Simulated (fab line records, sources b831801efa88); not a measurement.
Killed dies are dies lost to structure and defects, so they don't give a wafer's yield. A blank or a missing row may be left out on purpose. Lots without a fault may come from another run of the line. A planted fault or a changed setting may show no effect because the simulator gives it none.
Which tool did it? | flow sky130 | 13 lots, 39 wafers sampled, at 5 steps of a route of 708

WHAT THE GAUGES READ, wafer by wafer
SKY_FIELD_ISO_THK_MEAS_04.
lot  | measured    | on            | FIELD_ISO_CVD_03_THK (nm)
L533 | day 1 18:52 | film_metro-01 | 165.3 166.4 165.7
L535 | day 2 04:08 | film_metro-01 | 161.5 161.5 161.7
L538 | day 2 14:29 | film_metro-01 | 166.3 165.7 165.0
L539 | day 2 19:29 | film_metro-01 | 164.6 163.7 164.4
L540 | day 3 00:29 | film_metro-04 | 164.7 164.3 163.9
L541 | day 3 05:52 | film_metro-04 | 164.1 163.7 163.8
L543 | day 3 16:26 | film_metro-02 | 164.9 164.5 165.8
L544 | day 3 20:55 | film_metro-01 | 167.9 167.5 167.5
L545 | day 4 01:38 | film_metro-01 | 165.7 165.2 165.5
L547 | day 4 12:20 | film_metro-02 | 164.0 163.7 163.2
L548 | day 4 18:13 | film_metro-04 | 165.4 166.1 166.6
L550 | day 5 03:41 | film_metro-01 | 166.4 165.9 166.6
L554 | day 5 23:44 | film_metro-01 | 167.5 168.4 167.7

SKY_FIELD_ISO_THK_MEAS_25.
lot  | measured    | on            | FIELD_ISO_CVD_24_THK (nm)
L533 | day 2 10:45 | film_metro-04 | 592 589 591
L535 | day 2 20:58 | film_metro-04 | 589 588 590
L538 | day 3 08:04 | film_metro-02 | 600 592 592
L539 | day 3 12:59 | film_metro-01 | 591 593 595
L540 | day 3 17:39 | film_metro-04 | 587 594 589
L541 | day 3 22:59 | film_metro-01 | 590 593 599
L543 | day 4 13:10 | film_metro-02 | 592 586 589
L544 | day 4 17:17 | film_metro-04 | 604 590 593
L545 | day 4 20:08 | film_metro-04 | 603 601 601
L547 | day 5 07:25 | film_metro-04 | 595 594 592
L548 | day 5 13:53 | film_metro-01 | 596 581 599
L550 | day 6 00:04 | film_metro-02 | 599 596 599
L554 | day 6 21:12 | film_metro-01 | 595 593 599

SKY_PWDE_OVL_MEAS_07.
lot  | measured    | on         | PWDE_OVL (nm)
L533 | day 3 22:13 | overlay-02 | 3.5 3.3 3.2
L535 | day 4 08:55 | overlay-01 | -3.2 -3.0 -4.0
L538 | day 4 22:52 | overlay-02 | 4.5 3.4 4.0
L539 | day 5 02:50 | overlay-02 | 2.9 3.3 3.2
L540 | day 5 08:04 | overlay-02 | -0.1 -0.9 -1.5
L541 | day 5 12:58 | overlay-02 | 3.6 4.0 2.7
L543 | day 6 06:32 | overlay-02 | 0.4 0.4 0.9
L544 | day 6 08:53 | overlay-01 | -1.1 1.1 -0.9
L545 | day 6 14:37 | overlay-01 | 3.3 4.4 3.6
L547 | day 7 00:46 | overlay-02 | 4.3 2.3 2.9
L548 | day 7 07:24 | overlay-01 | -1.2 -2.2 -2.2
L550 | day 7 19:52 | overlay-01 | -1.7 -1.3 -0.6
L554 | day 8 18:57 | overlay-02 | 3.5 4.1 4.2

SKY_NWELL_RS_MEAS_29: measures by four-point-probe.
lot  | measured     | on            | NWELL_RS (ohm/sq)
L533 | day 5 09:16  | film_metro-03 | 624.1 624.5 623.0
L535 | day 5 21:15  | film_metro-03 | 625.3 626.2 627.1
L538 | day 6 11:18  | film_metro-01 | 624.2 625.1 623.0
L539 | day 6 16:05  | film_metro-04 | 626.7 624.8 624.1
L540 | day 6 22:12  | film_metro-01 | 624.6 625.4 624.6
L541 | day 7 03:12  | film_metro-04 | 624.4 625.5 626.3
L543 | day 7 22:22  | film_metro-01 | 624.1 622.2 624.4
L544 | day 8 01:25  | film_metro-03 | 625.5 624.0 624.0
L545 | day 8 07:48  | film_metro-01 | 623.1 623.3 624.1
L547 | day 8 18:56  | film_metro-01 | 633.0 635.6 633.4
L548 | day 9 02:08  | film_metro-01 | 623.4 622.8 622.2
L550 | day 9 15:25  | film_metro-04 | 636.1 636.7 636.2
L554 | day 10 16:55 | film_metro-03 | 622.8 624.4 623.8

WHICH TOOL RAN EACH LOT (tool, then ch and the chambers of the sampled wafers, then the start)
lot  | SKY_NWELL_IMPLANT_11
L533 | implanter-04 ch 0, day 4 14:57
L535 | implanter-02 ch 0, day 5 02:27
L538 | implanter-04 ch 0, day 5 16:17
L539 | implanter-02 ch 0, day 5 20:54
L540 | implanter-04 ch 0, day 6 02:26
L541 | implanter-02 ch 0, day 6 07:39
L543 | implanter-02 ch 0, day 7 01:35
L544 | implanter-03 ch 0, day 7 04:22
L545 | implanter-02 ch 0, day 7 10:39
L547 | implanter-02 ch 0, day 7 21:17
L548 | implanter-04 ch 0, day 8 03:52
L550 | implanter-02 ch 0, day 8 16:40
L554 | implanter-04 ch 0, day 9 16:51
- SKY_NWELL_IMPLANT_11

WHAT THE TOOLS THEMSELVES READ (means of the sampled wafers that have a number; where no wafer has one, the mark that the record gives instead)
SKY_NWELL_IMPLANT_11.
lot  | tool         | dose_ions_cm2
L533 | implanter-04 | 1.9e+13
L535 | implanter-02 | 1.9e+13
L538 | implanter-04 | 1.9e+13
L539 | implanter-02 | 1.9e+13
L540 | implanter-04 | 1.9e+13
L541 | implanter-02 | 1.9e+13
L543 | implanter-02 | 1.9e+13
L544 | implanter-03 | 1.9e+13
L545 | implanter-02 | 1.9e+13
L547 | implanter-02 | 1.8e+13
L548 | implanter-04 | 1.9e+13
L550 | implanter-02 | 1.8e+13
L554 | implanter-04 | 1.9e+13

THE ANSWER, worked out from the rows above alone
Rule: what is usual is taken from the lots themselves. Put in order of their means at a reading, lots are off if they are a third of the lots or fewer, leave a main group of 4 or more, and stand apart from it by a gap of 3 or more times the standard deviation of the main group's means; of several such gaps the widest counts. A main group whose means are all the same, to the digits that the tables above print for the reading, isn't used. A lot without any number at a reading at which 4 lots or more have one is off too. The other lots that the step has rows for count as sound. The gauges are gone through in route order, then the tools' own readings, and for those a lot's mean is taken as printed above. The first step at which some lot is off is used, and at that step the reading that is off furthest; a lot without a number counts as furthest.
Off: L547, L550, at SKY_NWELL_RS_MEAS_29 (NWELL_RS). The main group: mean 624.3 ohm/sq, standard deviation 0.96.
A tool fits if, at a process step before that reading, it ran every lot that is off, and no sound lot after the first of them. The gauges at SKY_NWELL_RS_MEAS_29 are tried like those tools. One fits: implanter-02 at SKY_NWELL_IMPLANT_11. Its last sound lot is L545 (day 7 10:39), its first lot that is off L547 (day 7 21:17): a fault that began between those two fits.
The tool's own readings at SKY_NWELL_IMPLANT_11 bear it out: on the lots that are off they differ by more than 5 times the standard deviation of the sound lots' means. dose_ions_cm2 reads 1.8e+13 there against 1.9e+13 on the sound lots.

WHAT THE SIMULATOR HAD PUT IN
Process parameter drift: implanter-02, from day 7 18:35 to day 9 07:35, at SKY_NWELL_IMPLANT_11. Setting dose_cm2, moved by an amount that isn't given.
Lots struck among those shown: L547, L550. The rule above found the same.
